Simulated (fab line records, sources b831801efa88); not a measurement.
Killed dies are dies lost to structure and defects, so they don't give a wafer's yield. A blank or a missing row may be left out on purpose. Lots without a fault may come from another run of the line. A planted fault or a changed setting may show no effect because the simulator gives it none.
Which tool did it? | flow sky130 | 13 lots, 38 wafers sampled, at 3 steps of a route of 708

WHAT THE GAUGES READ, wafer by wafer
SKY_CONTACT_CD_MEAS_14: target cd 170 nm. Usual: cd_nm 170.1 nm, standard deviation 1.4.
lot  | measured     | on        | cd_nm (nm)        | flag
L735 | day 32 07:44 | cd_sem-02 | 171.6 172.4 172.1 |
L736 | day 33 05:14 | cd_sem-01 | 170.6 171.0 169.7 |
L737 | day 33 09:07 | cd_sem-01 | 169.0 168.7 168.5 |
L740 | day 33 18:20 | cd_sem-01 | 171.3 172.2 170.7 |
L741 | day 33 22:11 | cd_sem-02 | 170.0 170.4 170.9 |
L739 | day 34 00:46 | cd_sem-02 | 171.0 170.7 172.1 |
L743 | day 34 19:10 | cd_sem-01 | 169.8 170.7 170.1 |
L751 | day 36 21:01 | cd_sem-02 | 102.0 169.9 169.5 | OFF
L750 | day 37 00:25 | cd_sem-02 | 102.8 102.6 170.4 | OFF
L752 | day 37 05:19 | cd_sem-02 | 105.2 171.3       | OFF
L754 | day 37 20:56 | cd_sem-01 | 173.3 173.0 172.0 |
L757 | day 38 06:34 | cd_sem-01 | 168.1 169.4 169.8 |
L756 | day 38 12:55 | cd_sem-01 | 167.6 169.4 166.4 |

WHICH TOOL RAN EACH LOT (tool, then ch and the chambers of the sampled wafers, then the start)
lot  | SKY_LI_CONTACT_SPUTTER_20    | SKY_CONTACT_EXPOSE_11
L735 | pvd_sputter-01, day 29 22:08 | krf_scanner-01 ch 0, day 31 18:16
L736 | pvd_sputter-04, day 30 20:19 | krf_scanner-02 ch 0, day 32 15:56
L737 | pvd_sputter-01, day 31 00:09 | krf_scanner-02 ch 0, day 32 19:46
L740 | pvd_sputter-02, day 31 10:27 | krf_scanner-02 ch 0, day 33 05:29
L741 | pvd_sputter-02, day 31 14:04 | krf_scanner-02 ch 0, day 33 08:46
L739 | pvd_sputter-01, day 31 15:30 | krf_scanner-01 ch 0, day 33 11:34
L743 | pvd_sputter-04, day 32 12:01 | krf_scanner-01 ch 0, day 34 05:58
L751 | pvd_sputter-01, day 34 13:51 | krf_scanner-01 ch 0, day 36 08:02
L750 | pvd_sputter-04, day 34 18:23 | krf_scanner-01 ch 0, day 36 11:56
L752 | pvd_sputter-01, day 34 22:51 | krf_scanner-01 ch 0, day 36 16:19
L754 | pvd_sputter-01, day 35 14:57 | krf_scanner-02 ch 0, day 37 08:31
L757 | pvd_sputter-04, day 36 00:21 | krf_scanner-02 ch 0, day 37 18:36
L756 | pvd_sputter-02, day 36 04:09 | krf_scanner-02 ch 0, day 38 00:59
- SKY_LI_CONTACT_SPUTTER_20: material TiN, target thk 20 nm, time 80 s.
- SKY_CONTACT_EXPOSE_11: exposes mask CTM1, target cd 170 nm.

WHAT THE TOOLS THEMSELVES READ (means of the sampled wafers that have a number; where no wafer has one, the mark that the record gives instead)
SKY_LI_CONTACT_SPUTTER_20. Usual: throttle_valve_pct 29.7 %, standard deviation 1.2.
lot  | tool           | throttle_valve_pct (%) | flag
L735 | pvd_sputter-01 | 30.8                   |
L736 | pvd_sputter-04 | 28.6                   |
L737 | pvd_sputter-01 | 29.6                   |
L740 | pvd_sputter-02 | 28.6                   |
L741 | pvd_sputter-02 | 28.8                   |
L739 | pvd_sputter-01 | 30.6                   |
L743 | pvd_sputter-04 | 29.6                   |
L751 | pvd_sputter-01 | 29.7                   |
L750 | pvd_sputter-04 | 29.1                   |
L752 | pvd_sputter-01 | 32.1                   |
L754 | pvd_sputter-01 | 29.6                   |
L757 | pvd_sputter-04 | 29.1                   |
L756 | pvd_sputter-02 | 28.6                   |

SKY_CONTACT_EXPOSE_11. Usual: exposure_dose_mJ_cm2 38.00, standard deviation 0.037; focus_offset_nm 0.0 nm, standard deviation 0.58.
lot  | tool           | exposure_dose_mJ_cm2 | focus_offset_nm (nm) | flag
L735 | krf_scanner-01 | 37.98                | 0.7                  |
L736 | krf_scanner-02 | 37.97                | -0.3                 |
L737 | krf_scanner-02 | 37.98                | -0.1                 |
L740 | krf_scanner-02 | 38.02                | 0.0                  |
L741 | krf_scanner-02 | 37.95                | 1.2                  |
L739 | krf_scanner-01 | 38.02                | 0.0                  |
L743 | krf_scanner-01 | 38.05                | 0.1                  |
L751 | krf_scanner-01 | 37.98                | -0.8                 |
L750 | krf_scanner-01 | 37.97                | 0.3                  |
L752 | krf_scanner-01 | 38.00                | 0.2                  |
L754 | krf_scanner-02 | 38.03                | -0.2                 |
L757 | krf_scanner-02 | 38.00                | -0.6                 |
L756 | krf_scanner-02 | 37.96                | 0.7                  |

THE ANSWER, worked out from the rows above alone
Rule: a lot is off if the mean of its wafers that have a number lies more than 3 standard deviations from the usual mean. A lot without any number at a reading at which 4 lots or more have one is off too. The other lots that the step has rows for count as sound. The gauges are gone through in route order, then the tools' own readings, and for those a lot's mean is taken as printed above. The first step at which some lot is off is used, and at that step the reading that is off furthest; a lot without a number counts as furthest.
Off: L751, L750, L752, at SKY_CONTACT_CD_MEAS_14 (cd_nm).
A tool fits if, at a process step before that reading, it ran every lot that is off, and no sound lot after the first of them. The gauges at SKY_CONTACT_CD_MEAS_14 are tried like those tools. Can't be told from this: 2 tools fit, krf_scanner-01 at SKY_CONTACT_EXPOSE_11, cd_sem-02 at SKY_CONTACT_CD_MEAS_14.

WHAT THE SIMULATOR HAD PUT IN
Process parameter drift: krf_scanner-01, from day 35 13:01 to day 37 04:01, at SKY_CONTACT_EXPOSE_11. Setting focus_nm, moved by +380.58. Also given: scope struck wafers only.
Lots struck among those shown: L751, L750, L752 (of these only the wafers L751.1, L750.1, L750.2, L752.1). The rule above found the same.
